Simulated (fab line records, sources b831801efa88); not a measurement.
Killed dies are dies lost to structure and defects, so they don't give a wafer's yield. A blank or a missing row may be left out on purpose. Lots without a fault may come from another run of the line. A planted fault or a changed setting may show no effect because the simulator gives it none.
Which tool did it? | flow sky130 | 13 lots, 39 wafers sampled, at 7 steps of a route of 708

WHAT THE GAUGES READ, wafer by wafer
SKY_LDD_N_OVL_MEAS_07. Usual: LDD_N_OVL 0.2 nm, standard deviation 1.4.
lot  | measured     | on         | LDD_N_OVL (nm) | flag
L138 | day 17 11:19 | overlay-02 | -0.7 -1.0 -0.6 |
L139 | day 17 17:56 | overlay-01 | 3.0 2.4 0.3    |
L140 | day 18 03:45 | overlay-01 | 1.0 2.1 -0.1   |
L142 | day 18 23:03 | overlay-02 | - - -          | OFF
L146 | day 20 18:48 | overlay-02 | -2.1 -2.5 -1.0 |
L152 | day 23 04:13 | overlay-02 | 0.3 -0.3 -1.5  |
L153 | day 23 17:49 | overlay-02 | 0.2 1.2 -0.6   |
L155 | day 24 15:53 | overlay-01 | -0.4 1.3 0.8   |
L156 | day 24 19:24 | overlay-01 | 1.6 -0.6 -0.4  |
L157 | day 25 02:42 | overlay-01 | -2.8 -1.4 -1.7 |
L158 | day 25 05:52 | overlay-02 | 1.9 0.5 1.6    |
L159 | day 25 13:54 | overlay-01 | 0.8 0.2 1.0    |
L160 | day 26 01:40 | overlay-01 | 1.1 2.6 3.1    |

SKY_LDD_N_TW_MEAS_17. Usual: LDD_N_TW 2573, standard deviation 16.
lot  | measured     | on            | LDD_N_TW       | flag
L138 | day 17 12:40 | film_metro-03 | 2573 2567 2582 |
L139 | day 17 19:16 | film_metro-03 | 2575 2585 2579 |
L140 | day 18 05:05 | film_metro-03 | 2589 2581 2579 |
L142 | day 19 00:23 | film_metro-01 | 30 30 29       | OFF
L146 | day 20 20:08 | film_metro-01 | 2575 2551 2551 |
L152 | day 23 05:34 | film_metro-03 | 2585 2596 2576 |
L153 | day 23 19:10 | film_metro-03 | 2592 2604 2578 |
L155 | day 24 17:13 | film_metro-01 | 2571 2586 2567 |
L156 | day 24 20:44 | film_metro-04 | 2589 2586 2592 |
L157 | day 25 04:02 | film_metro-01 | 2562 2567 2558 |
L158 | day 25 07:13 | film_metro-01 | 2556 2576 2553 |
L159 | day 25 15:14 | film_metro-01 | 2563 2573 2570 |
L160 | day 26 03:01 | film_metro-03 | 2589 2591 2580 |

SKY_LDD_P_TW_MEAS_11. Usual: LDD_P_TW 636, standard deviation 4.7.
lot  | measured     | on            | LDD_P_TW       | flag
L138 | day 18 18:48 | film_metro-04 | 629 632 633    |
L139 | day 19 01:58 | film_metro-04 | 631 631 630    |
L140 | day 19 12:16 | film_metro-04 | 633 631 633    |
L142 | day 20 08:07 | film_metro-02 | 2604 2593 2597 | OFF
L146 | day 22 02:29 | film_metro-02 | 640 642 637    |
L152 | day 24 11:42 | film_metro-02 | 642 641 639    |
L153 | day 25 01:05 | film_metro-02 | 640 645 643    |
L155 | day 25 23:07 | film_metro-04 | 637 634 634    |
L156 | day 26 02:23 | film_metro-02 | 640 638 640    |
L157 | day 26 09:40 | film_metro-03 | 637 635 633    |
L158 | day 26 12:18 | film_metro-02 | 642 639 638    |
L159 | day 26 19:46 | film_metro-02 | 636 638 640    |
L160 | day 27 08:11 | film_metro-04 | 623 626 627    |

SKY_LOCAL_INTERCONNECT_RS_MEAS_01: measures by four-point-probe. Usual: LOCAL_INTERCONNECT_TIN_RS 14.17 ohm/sq, standard deviation 0.18.
lot  | measured     | on            | LOCAL_INTERCONNECT_TIN_RS (ohm/sq) | flag
L138 | day 29 00:19 | film_metro-02 | 14.27 14.16 14.16                  |
L139 | day 29 06:51 | film_metro-04 | 13.95 14.06 14.07                  |
L140 | day 29 17:36 | film_metro-04 | 13.93 14.04 13.93                  |
L142 | day 30 09:28 | film_metro-01 | 14.05 14.19 14.07                  |
L146 | day 31 22:42 | film_metro-02 | 14.38 14.38 14.52                  |
L152 | day 34 02:22 | film_metro-04 | 14.23 14.34 13.98                  |
L153 | day 34 13:31 | film_metro-01 | 13.96 14.33 14.15                  |
L155 | day 35 11:19 | film_metro-01 | 14.13 14.05 14.12                  |
L156 | day 35 12:55 | film_metro-02 | 14.28 14.36 14.21                  |
L157 | day 35 18:08 | film_metro-02 | 14.18 14.13 14.10                  |
L158 | day 35 21:51 | film_metro-02 | 14.44 14.51 14.37                  |
L159 | day 36 04:24 | film_metro-02 | 14.10 14.00 14.00                  |
L160 | day 36 15:17 | film_metro-02 | 14.15 14.20 14.08                  |

SKY_VIA1_BOW_MEAS_03. Usual: VIA1_BOW 80 um, standard deviation 7.1.
lot  | measured     | on            | VIA1_BOW (um) | flag
L138 | day 32 16:14 | film_metro-02 | 80 86 68      |
L139 | day 32 22:08 | film_metro-02 | 79 84 83      |
L140 | day 33 08:59 | film_metro-02 | 88 102 92     |
L142 | day 33 23:34 | film_metro-01 | 95 83 80      |
L146 | day 35 10:02 | film_metro-01 | 88 75 90      |
L152 | day 37 14:07 | film_metro-03 | 79 85 78      |
L153 | day 37 23:29 | film_metro-01 | 71 78 85      |
L155 | day 38 21:40 | film_metro-03 | 85 91 77      |
L156 | day 38 23:42 | film_metro-01 | 80 78 87      |
L157 | day 39 04:41 | film_metro-03 | 86 80 87      |
L158 | day 39 07:26 | film_metro-01 | 66 80 68      |
L159 | day 39 13:28 | film_metro-01 | 78 80 68      |
L160 | day 40 00:00 | film_metro-02 | 84 77 72      |

WHICH TOOL RAN EACH LOT (tool, then ch and the chambers of the sampled wafers, then the start)
lot  | SKY_LDD_N_EXPOSE_04                 | SKY_CONTACT_SPUTTER_23
L138 | iline_stepper-02 ch 0, day 16 20:55 | pvd_sputter-02, day 31 10:44
L139 | iline_stepper-01 ch 0, day 17 03:20 | pvd_sputter-04, day 31 16:43
L140 | iline_stepper-02 ch 0, day 17 13:01 | pvd_sputter-02, day 32 03:38
L142 | iline_stepper-02 ch 0, day 18 08:05 | pvd_sputter-03, day 32 18:16
L146 | iline_stepper-02 ch 0, day 20 04:30 | pvd_sputter-03, day 34 05:29
L152 | iline_stepper-02 ch 0, day 22 13:49 | pvd_sputter-02, day 36 09:55
L153 | iline_stepper-01 ch 0, day 23 02:09 | pvd_sputter-02, day 36 19:32
L155 | iline_stepper-01 ch 0, day 24 01:32 | pvd_sputter-04, day 37 17:32
L156 | iline_stepper-01 ch 0, day 24 04:43 | pvd_sputter-02, day 37 19:38
L157 | iline_stepper-02 ch 0, day 24 12:23 | pvd_sputter-04, day 38 00:45
L158 | iline_stepper-01 ch 0, day 24 15:06 | pvd_sputter-04, day 38 03:58
L159 | iline_stepper-01 ch 0, day 24 23:47 | pvd_sputter-02, day 38 10:10
L160 | iline_stepper-01 ch 0, day 25 11:04 | pvd_sputter-02, day 38 20:52
- SKY_LDD_N_EXPOSE_04: exposes mask NTM, target cd 840 nm.
- SKY_CONTACT_SPUTTER_23: material TiN, target thk 20 nm, time 80 s.

WHAT THE TOOLS THEMSELVES READ (means of the sampled wafers that have a number; where no wafer has one, the mark that the record gives instead)
SKY_CONTACT_SPUTTER_23. Usual: throttle_valve_pct 30.4 %, standard deviation 1.5.
lot  | tool           | throttle_valve_pct (%) | flag
L138 | pvd_sputter-02 | 32.6                   |
L139 | pvd_sputter-04 | 29.3                   |
L140 | pvd_sputter-02 | 30.4                   |
L142 | pvd_sputter-03 | 29.7                   |
L146 | pvd_sputter-03 | 30.3                   |
L152 | pvd_sputter-02 | 31.4                   |
L153 | pvd_sputter-02 | 30.4                   |
L155 | pvd_sputter-04 | 29.9                   |
L156 | pvd_sputter-02 | 32.5                   |
L157 | pvd_sputter-04 | 29.0                   |
L158 | pvd_sputter-04 | 29.8                   |
L159 | pvd_sputter-02 | 30.4                   |
L160 | pvd_sputter-02 | 31.6                   |

THE ANSWER, worked out from the rows above alone
Rule: a lot is off if the mean of its wafers that have a number lies more than 3 standard deviations from the usual mean. A lot without any number at a reading at which 4 lots or more have one is off too. The other lots that the step has rows for count as sound. The gauges are gone through in route order, then the tools' own readings, and for those a lot's mean is taken as printed above. The first step at which some lot is off is used, and at that step the reading that is off furthest; a lot without a number counts as furthest.
Off: L142, at SKY_LDD_N_OVL_MEAS_07 (LDD_N_OVL). Without a number there: L142.
A tool fits if, at a process step before that reading, it ran every lot that is off, and no sound lot after the first of them. The gauges at SKY_LDD_N_OVL_MEAS_07 aren't tried: what is off there is off at SKY_LDD_N_TW_MEAS_17 too, on other tools, and a gauge's error can't cause that. None of those tried fits.

WHAT THE SIMULATOR HAD PUT IN
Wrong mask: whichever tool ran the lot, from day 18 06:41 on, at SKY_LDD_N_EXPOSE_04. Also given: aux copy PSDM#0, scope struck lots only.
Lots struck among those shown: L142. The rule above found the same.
